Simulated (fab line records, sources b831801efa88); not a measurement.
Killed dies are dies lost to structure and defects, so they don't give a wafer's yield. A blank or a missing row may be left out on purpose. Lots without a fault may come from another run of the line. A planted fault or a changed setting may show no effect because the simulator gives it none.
One fault seen from 2 desks | flow gf180mcu | each desk has only its own numbers; what lay behind them comes last

THE TOOL OWNER'S DESK: hdpcvd-02
The tool's own readings at GF_V3_CVD_00 (deposits SiO2, target thk 600 nm, time 100 s): means of the sampled wafers that have a number, for each lot that ran on this tool. A lot is out of limits, marked OUT, if its mean lies more than 4 standard deviations from the usual mean; the brackets give that distance.
Columns: A = sih4_flow_sccm at GF_V3_CVD_00, usual 59.99 sccm; B = susceptor_temp_C at GF_V3_CVD_00, usual 399.99 C
lot  | first seen here | A               | B
L414 | day 21 19:16    | 60.11           | 400.11
L417 | day 22 18:33    | 51.17 (-44) OUT | 399.88
L418 | day 23 08:01    | 51.04 (-45) OUT | 400.22
L428 | day 26 13:36    | 59.89           | 400.01
L429 | day 26 20:07    | 59.92           | 400.24
L432 | day 27 21:16    | 59.95           | 399.95
L433 | day 28 03:19    | 60.17           | 399.87
L434 | day 28 10:31    | 60.08           | 400.08
This desk's finding: out of limits on L417, L418; first on L417, day 22 18:33 (sih4_flow_sccm at GF_V3_CVD_00). In limits: L414, L428, L429, L432, L433, L434.

THE METROLOGY DESK
What the gauges read, lot by lot, whatever tool the lot ran on: means of the sampled wafers that have a number. A lot is out of limits, marked OUT, if its mean lies more than 4 standard deviations from the usual mean; the brackets give that distance.
Columns: A = cd_nm at GF_V2_CD_MEAS_14, usual 259.7 nm; B = V3_CVD_00_THK at GF_V3_THK_MEAS_01, usual 600 nm
lot  | first seen here | A     | B
L414 | day 20 16:35    | 259.8 | 598
L417 | day 21 16:17    | 262.0 | 507 (-17) OUT
L418 | day 22 06:28    | 260.5 | 517 (-16) OUT
L426 | day 24 22:47    | 261.5 | 602
L427 | day 25 04:36    | 259.6 | 604
L428 | day 25 13:47    | 261.9 | 605
L429 | day 25 21:17    | 260.2 | 599
L430 | day 26 06:50    | 259.2 | 598
L432 | day 26 22:05    | 257.8 | 602
L433 | day 27 04:53    | 259.9 | 602
L434 | day 27 12:08    | 258.6 | 601
L436 | day 27 21:44    | 260.4 | 607
This desk's finding: out of limits on L417, L418; first on L417, day 22 18:37 (V3_CVD_00_THK at GF_V3_THK_MEAS_01). In limits: L414, L426, L427, L428, L429, L430, L432, L433, L434, L436.

PUT TOGETHER
The tool owner's desk could have raised an alarm at day 22 18:33, on L417, L418.
The metrology desk could have raised an alarm at day 22 18:37, on L417, L418.
Of the lots named, all ran GF_V3_CVD_00 on hdpcvd-02.

WHAT THE SIMULATOR HAD PUT IN
Process parameter drift: hdpcvd-02, from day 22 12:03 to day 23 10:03, at GF_V3_CVD_00. Setting sih4_flow_sccm, moved by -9, from 60. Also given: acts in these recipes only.
Lots struck among those shown: L417, L418.
Hours from the fault's start to each desk's first reading out of limits: the tool owner's desk, 6; the metrology desk, 7.
